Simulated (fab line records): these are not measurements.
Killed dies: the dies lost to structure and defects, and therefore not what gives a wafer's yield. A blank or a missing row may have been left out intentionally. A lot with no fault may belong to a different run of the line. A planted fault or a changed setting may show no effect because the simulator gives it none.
Which tool was responsible? :: flow gf180mcu :: 13 lots, 39 wafers sampled, at 5 steps of a route of 602

## WHAT EACH GAUGE READ, for each wafer
GF_MVPSD_OVL_MEAS_07. Usual: MVPSD_OVL typically reads 0.6 nm, with standard deviation 1.3.
lot: L585
measured: day 5 10:31
on: overlay-01
MVPSD_OVL (nm): -0.4 0.5 0.0
flag: 

lot: L588
measured: day 6 03:52
on: overlay-01
MVPSD_OVL (nm): -1.1 -2.4 -1.9
flag: 

lot: L592
measured: day 7 03:26
on: overlay-01
MVPSD_OVL (nm): -2.5 -0.7 1.0
flag: 

lot: L594
measured: day 7 14:02
on: overlay-01
MVPSD_OVL (nm): 0.3 -1.1 -1.7
flag: 

lot: L595
measured: day 7 19:32
on: overlay-02
MVPSD_OVL (nm): 1.1 1.0 2.8
flag: 

lot: L596
measured: day 8 02:54
on: overlay-01
MVPSD_OVL (nm): 1.2 1.8 1.2
flag: 

lot: L597
measured: day 8 09:57
on: overlay-02
MVPSD_OVL (nm): -0.5 -0.6 -2.5
flag: 

lot: L600
measured: day 8 21:12
on: overlay-02
MVPSD_OVL (nm): 0.3 3.2 -0.3
flag: 

lot: L601
measured: day 9 04:57
on: overlay-02
MVPSD_OVL (nm): 2.7 -0.3 2.0
flag: 

lot: L604
measured: day 10 00:51
on: overlay-01
MVPSD_OVL (nm): 0.1 1.4 0.6
flag: 

lot: L605
measured: day 10 07:04
on: overlay-01
MVPSD_OVL (nm): -1.4 -0.4 1.5
flag: 

lot: L606
measured: day 10 11:57
on: overlay-01
MVPSD_OVL (nm): 2.2 0.5 -0.6
flag: 

lot: L607
measured: day 10 17:37
on: overlay-01
MVPSD_OVL (nm): -0.9 0.2 -0.1
flag: 

GF_VT_IMPLANT_TW_MEAS_21. Usual: VT_IMPLANT_2_TW typically reads 1226, with standard deviation 11.
lot: L585
measured: day 6 17:22
on: filmMetro-03
VT_IMPLANT_2_TW: 1216 1213 1218
flag: 

lot: L588
measured: day 7 11:30
on: filmMetro-04
VT_IMPLANT_2_TW: 1232 1238 1233
flag: 

lot: L592
measured: day 8 11:20
on: filmMetro-03
VT_IMPLANT_2_TW: 1209 1218 1216
flag: 

lot: L594
measured: day 8 23:22
on: filmMetro-04
VT_IMPLANT_2_TW: 1239 1239 1239
flag: 

lot: L595
measured: day 9 05:04
on: filmMetro-03
VT_IMPLANT_2_TW: 1210 1211 1211
flag: 

lot: L596
measured: day 9 13:10
on: filmMetro-04
VT_IMPLANT_2_TW: 1232 1231 1236
flag: 

lot: L597
measured: day 9 21:01
on: filmMetro-02
VT_IMPLANT_2_TW: 1210 1211 1215
flag: 

lot: L600
measured: day 10 08:52
on: filmMetro-04
VT_IMPLANT_2_TW: 1246 1237 1227
flag: 

lot: L601
measured: day 10 17:13
on: filmMetro-04
VT_IMPLANT_2_TW: 1225 1228 1235
flag: 

lot: L604
measured: day 11 13:48
on: filmMetro-04
VT_IMPLANT_2_TW: 1279 1277 1284
flag: OFF

lot: L605
measured: day 11 20:00
on: filmMetro-04
VT_IMPLANT_2_TW: 1279 1290 1279
flag: OFF

lot: L606
measured: day 12 02:28
on: filmMetro-04
VT_IMPLANT_2_TW: 1279 1280 1277
flag: OFF

lot: L607
measured: day 12 08:16
on: filmMetro-04
VT_IMPLANT_2_TW: 1244 1236 1238
flag: 

## EACH LOT AND THE TOOL THAT RAN IT (in order: tool; ch and the chambers of the sampled wafers; start)
lot: L585
GF_STI_ETCH_14: rieSi-02 ch 0,3, day 2 07:23
GF_STI_STRIP_15: plasmaAsher-04 ch 0,1, day 2 07:28
GF_VT_IMPLANT_IMPLANT_19: implanter-04 ch 0, day 6 17:07

lot: L588
GF_STI_ETCH_14: rieSi-01 ch 1,2,3, day 3 00:11
GF_STI_STRIP_15: plasmaAsher-03 ch 0,1, day 3 00:16
GF_VT_IMPLANT_IMPLANT_19: implanter-04 ch 0, day 7 11:15

lot: L592
GF_STI_ETCH_14: rieSi-02 ch 0,1,3, day 3 19:13
GF_STI_STRIP_15: plasmaAsher-04 ch 0,1, day 3 19:19
GF_VT_IMPLANT_IMPLANT_19: implanter-01 ch 0, day 8 11:07

lot: L594
GF_STI_ETCH_14: rieSi-02 ch 0,1,3, day 4 05:54
GF_STI_STRIP_15: plasmaAsher-03 ch 0,1, day 4 05:58
GF_VT_IMPLANT_IMPLANT_19: implanter-01 ch 0, day 8 23:08

lot: L595
GF_STI_ETCH_14: rieSi-01 ch 0,1,2, day 4 09:44
GF_STI_STRIP_15: plasmaAsher-04 ch 1, day 4 09:49
GF_VT_IMPLANT_IMPLANT_19: implanter-02 ch 0, day 9 04:49

lot: L596
GF_STI_ETCH_14: rieSi-01 ch 0,2, day 4 19:05
GF_STI_STRIP_15: plasmaAsher-04 ch 0,1, day 4 19:10
GF_VT_IMPLANT_IMPLANT_19: implanter-02 ch 0, day 9 12:55

lot: L597
GF_STI_ETCH_14: rieSi-02 ch 1,2,3, day 5 00:58
GF_STI_STRIP_15: plasmaAsher-02 ch 0,1, day 5 01:02
GF_VT_IMPLANT_IMPLANT_19: implanter-01 ch 0, day 9 20:46

lot: L600
GF_STI_ETCH_14: rieSi-02 ch 0,1,2, day 5 11:32
GF_STI_STRIP_15: plasmaAsher-02 ch 0,1, day 5 11:37
GF_VT_IMPLANT_IMPLANT_19: implanter-01 ch 0, day 10 08:37

lot: L601
GF_STI_ETCH_14: rieSi-01 ch 0,2,3, day 5 17:26
GF_STI_STRIP_15: plasmaAsher-02 ch 0,1, day 5 17:31
GF_VT_IMPLANT_IMPLANT_19: implanter-01 ch 0, day 10 16:58

lot: L604
GF_STI_ETCH_14: rieSi-01 ch 0,1,3, day 6 08:08
GF_STI_STRIP_15: plasmaAsher-04 ch 0,1, day 6 08:13
GF_VT_IMPLANT_IMPLANT_19: implanter-01 ch 0, day 11 13:33

lot: L605
GF_STI_ETCH_14: rieSi-01 ch 1,2,3, day 6 13:52
GF_STI_STRIP_15: plasmaAsher-02 ch 0,1, day 6 13:56
GF_VT_IMPLANT_IMPLANT_19: implanter-01 ch 0, day 11 19:45

lot: L606
GF_STI_ETCH_14: rieSi-01 ch 0,2,3, day 6 19:38
GF_STI_STRIP_15: plasmaAsher-04 ch 0,1, day 6 19:42
GF_VT_IMPLANT_IMPLANT_19: implanter-01 ch 0, day 12 02:14

lot: L607
GF_STI_ETCH_14: rieSi-02 ch 1,2,3, day 6 23:45
GF_STI_STRIP_15: plasmaAsher-02 ch 0,1, day 6 23:49
GF_VT_IMPLANT_IMPLANT_19: implanter-04 ch 0, day 12 08:01
- GF_STI_ETCH_14: etches Si in HBr/Cl2/O2, target depth 360 nm, time 102.9 s.
- GF_STI_STRIP_15: strips in O2/N2.
- GF_VT_IMPLANT_IMPLANT_19

## AS READ BY THE TOOLS THEMSELVES (means over the sampled wafers that have a number; for cases with no such wafer, the mark the record gives instead)
GF_STI_ETCH_14. Usual: drypumpMotorCurrentA 5.6 A, standard deviation 0.61; heBacksideLeakSccm 2.70 sccm, standard deviation 0.29; oesProductAu 1.002 a.u., standard deviation 0.0083; throttleValvePct 25.656 %, standard deviation 0.011.
lot: L585
tool: rieSi-02
drypumpMotorCurrentA (A): 5.7
heBacksideLeakSccm (sccm): 2.91
oesProductAu (a.u.): 1.000
throttleValvePct (%): 25.662
flag: 

lot: L588
tool: rieSi-01
drypumpMotorCurrentA (A): 5.5
heBacksideLeakSccm (sccm): 2.63
oesProductAu (a.u.): 1.009
throttleValvePct (%): 25.649
flag: 

lot: L592
tool: rieSi-02
drypumpMotorCurrentA (A): 5.6
heBacksideLeakSccm (sccm): 2.82
oesProductAu (a.u.): 1.007
throttleValvePct (%): 25.659
flag: 

lot: L594
tool: rieSi-02
drypumpMotorCurrentA (A): 5.6
heBacksideLeakSccm (sccm): 2.88
oesProductAu (a.u.): 1.000
throttleValvePct (%): 25.658
flag: 

lot: L595
tool: rieSi-01
drypumpMotorCurrentA (A): 5.9
heBacksideLeakSccm (sccm): 2.67
oesProductAu (a.u.): 1.008
throttleValvePct (%): 25.658
flag: 

lot: L596
tool: rieSi-01
drypumpMotorCurrentA (A): 6.1
heBacksideLeakSccm (sccm): 2.49
oesProductAu (a.u.): 1.007
throttleValvePct (%): 25.656
flag: 

lot: L597
tool: rieSi-02
drypumpMotorCurrentA (A): 5.7
heBacksideLeakSccm (sccm): 2.81
oesProductAu (a.u.): 0.998
throttleValvePct (%): 25.664
flag: 

lot: L600
tool: rieSi-02
drypumpMotorCurrentA (A): 5.2
heBacksideLeakSccm (sccm): 2.68
oesProductAu (a.u.): 1.004
throttleValvePct (%): 25.653
flag: 

lot: L601
tool: rieSi-01
drypumpMotorCurrentA (A): 5.6
heBacksideLeakSccm (sccm): 2.70
oesProductAu (a.u.): 1.005
throttleValvePct (%): 25.655
flag: 

lot: L604
tool: rieSi-01
drypumpMotorCurrentA (A): 5.9
heBacksideLeakSccm (sccm): 2.55
oesProductAu (a.u.): 1.001
throttleValvePct (%): 25.656
flag: 

lot: L605
tool: rieSi-01
drypumpMotorCurrentA (A): 5.6
heBacksideLeakSccm (sccm): 2.67
oesProductAu (a.u.): 1.002
throttleValvePct (%): 25.667
flag: 

lot: L606
tool: rieSi-01
drypumpMotorCurrentA (A): 5.6
heBacksideLeakSccm (sccm): 2.53
oesProductAu (a.u.): 1.003
throttleValvePct (%): 25.649
flag: 

lot: L607
tool: rieSi-02
drypumpMotorCurrentA (A): 5.7
heBacksideLeakSccm (sccm): 2.80
oesProductAu (a.u.): 1.004
throttleValvePct (%): 25.649
flag: 

GF_STI_STRIP_15. Usual: drypumpMotorCurrentA 5.6 A, standard deviation 0.63; heaterPowerW 339 W, standard deviation 11; oesProductAu 0.383 a.u., standard deviation 0.0052; platenTempC 249.98 C, standard deviation 0.18; stripTimeToEndpointS 3.71 s, standard deviation 0.035.
lot: L585
tool: plasmaAsher-04
drypumpMotorCurrentA (A): 5.8
heaterPowerW (W): 336
oesProductAu (a.u.): 0.388
platenTempC (C): 249.96
stripTimeToEndpointS (s): 3.73
flag: 

lot: L588
tool: plasmaAsher-03
drypumpMotorCurrentA (A): 5.7
heaterPowerW (W): 328
oesProductAu (a.u.): 0.382
platenTempC (C): 249.92
stripTimeToEndpointS (s): 3.66
flag: 

lot: L592
tool: plasmaAsher-04
drypumpMotorCurrentA (A): 5.8
heaterPowerW (W): 339
oesProductAu (a.u.): 0.377
platenTempC (C): 249.84
stripTimeToEndpointS (s): 3.68
flag: 

lot: L594
tool: plasmaAsher-03
drypumpMotorCurrentA (A): 6.0
heaterPowerW (W): 329
oesProductAu (a.u.): 0.384
platenTempC (C): 249.88
stripTimeToEndpointS (s): 3.68
flag: 

lot: L595
tool: plasmaAsher-04
drypumpMotorCurrentA (A): 6.4
heaterPowerW (W): 343
oesProductAu (a.u.): 0.385
platenTempC (C): 249.84
stripTimeToEndpointS (s): 3.71
flag: 

lot: L596
tool: plasmaAsher-04
drypumpMotorCurrentA (A): 5.8
heaterPowerW (W): 329
oesProductAu (a.u.): 0.383
platenTempC (C): 249.82
stripTimeToEndpointS (s): 3.67
flag: 

lot: L597
tool: plasmaAsher-02
drypumpMotorCurrentA (A): 4.9
heaterPowerW (W): 349
oesProductAu (a.u.): 0.381
platenTempC (C): 250.06
stripTimeToEndpointS (s): 3.70
flag: 

lot: L600
tool: plasmaAsher-02
drypumpMotorCurrentA (A): 5.0
heaterPowerW (W): 352
oesProductAu (a.u.): 0.380
platenTempC (C): 249.95
stripTimeToEndpointS (s): 3.67
flag: 

lot: L601
tool: plasmaAsher-02
drypumpMotorCurrentA (A): 4.8
heaterPowerW (W): 349
oesProductAu (a.u.): 0.383
platenTempC (C): 250.09
stripTimeToEndpointS (s): 3.74
flag: 

lot: L604
tool: plasmaAsher-04
drypumpMotorCurrentA (A): 5.8
heaterPowerW (W): 327
oesProductAu (a.u.): 0.379
platenTempC (C): 250.03
stripTimeToEndpointS (s): 3.72
flag: 

lot: L605
tool: plasmaAsher-02
drypumpMotorCurrentA (A): 4.8
heaterPowerW (W): 348
oesProductAu (a.u.): 0.382
platenTempC (C): 249.89
stripTimeToEndpointS (s): 3.73
flag: 

lot: L606
tool: plasmaAsher-04
drypumpMotorCurrentA (A): 5.8
heaterPowerW (W): 336
oesProductAu (a.u.): 0.387
platenTempC (C): 249.86
stripTimeToEndpointS (s): 3.73
flag: 

lot: L607
tool: plasmaAsher-02
drypumpMotorCurrentA (A): 4.8
heaterPowerW (W): 351
oesProductAu (a.u.): 0.381
platenTempC (C): 250.02
stripTimeToEndpointS (s): 3.73
flag: 

GF_VT_IMPLANT_IMPLANT_19. Usual: beamEnergyKeV reads 99.996 (standard deviation 0.029).
lot: L585
tool: implanter-04
beamEnergyKeV: 99.994
flag: 

lot: L588
tool: implanter-04
beamEnergyKeV: 99.981
flag: 

lot: L592
tool: implanter-01
beamEnergyKeV: 100.002
flag: 

lot: L594
tool: implanter-01
beamEnergyKeV: 100.030
flag: 

lot: L595
tool: implanter-02
beamEnergyKeV: 99.987
flag: 

lot: L596
tool: implanter-02
beamEnergyKeV: 99.970
flag: 

lot: L597
tool: implanter-01
beamEnergyKeV: 99.961
flag: 

lot: L600
tool: implanter-01
beamEnergyKeV: 100.025
flag: 

lot: L601
tool: implanter-01
beamEnergyKeV: 99.972
flag: 

lot: L604
tool: implanter-01
beamEnergyKeV: 112.757
flag: OFF

lot: L605
tool: implanter-01
beamEnergyKeV: 112.753
flag: OFF

lot: L606
tool: implanter-01
beamEnergyKeV: 112.757
flag: OFF

lot: L607
tool: implanter-04
beamEnergyKeV: 99.955
flag: 

## THE ANSWER, worked out from the rows above alone
Rule: take the mean of a lot's wafers that have a number; if it is more than 3 standard deviations from the usual mean, the lot is off. Also off: a lot with no number at a reading for which 4 or more lots have one. Any other lot the step has rows for is counted as sound. The gauges are gone through in route order, then the tools' own readings, and for those a lot's mean is taken as printed above. The first step at which some lot is off is used, and at that step the reading that is off furthest; a lot without a number counts as furthest.
Off: L604, L605, L606, seen at GF_VT_IMPLANT_TW_MEAS_21 (VT_IMPLANT_2_TW).
A tool fits if, at a process step before that reading, it ran every lot that is off, and no sound lot after the first of them. Not tried: the gauges at GF_VT_IMPLANT_TW_MEAS_21; whatever is off there is also off at GF_VT_IMPLANT_IMPLANT_19, on other tools, and gauge error can't account for it. Can't be told from this: 2 tools fit, rieSi-01 at GF_STI_ETCH_14, implanter-01 at GF_VT_IMPLANT_IMPLANT_19.

## WHAT THE SIMULATOR PUT IN
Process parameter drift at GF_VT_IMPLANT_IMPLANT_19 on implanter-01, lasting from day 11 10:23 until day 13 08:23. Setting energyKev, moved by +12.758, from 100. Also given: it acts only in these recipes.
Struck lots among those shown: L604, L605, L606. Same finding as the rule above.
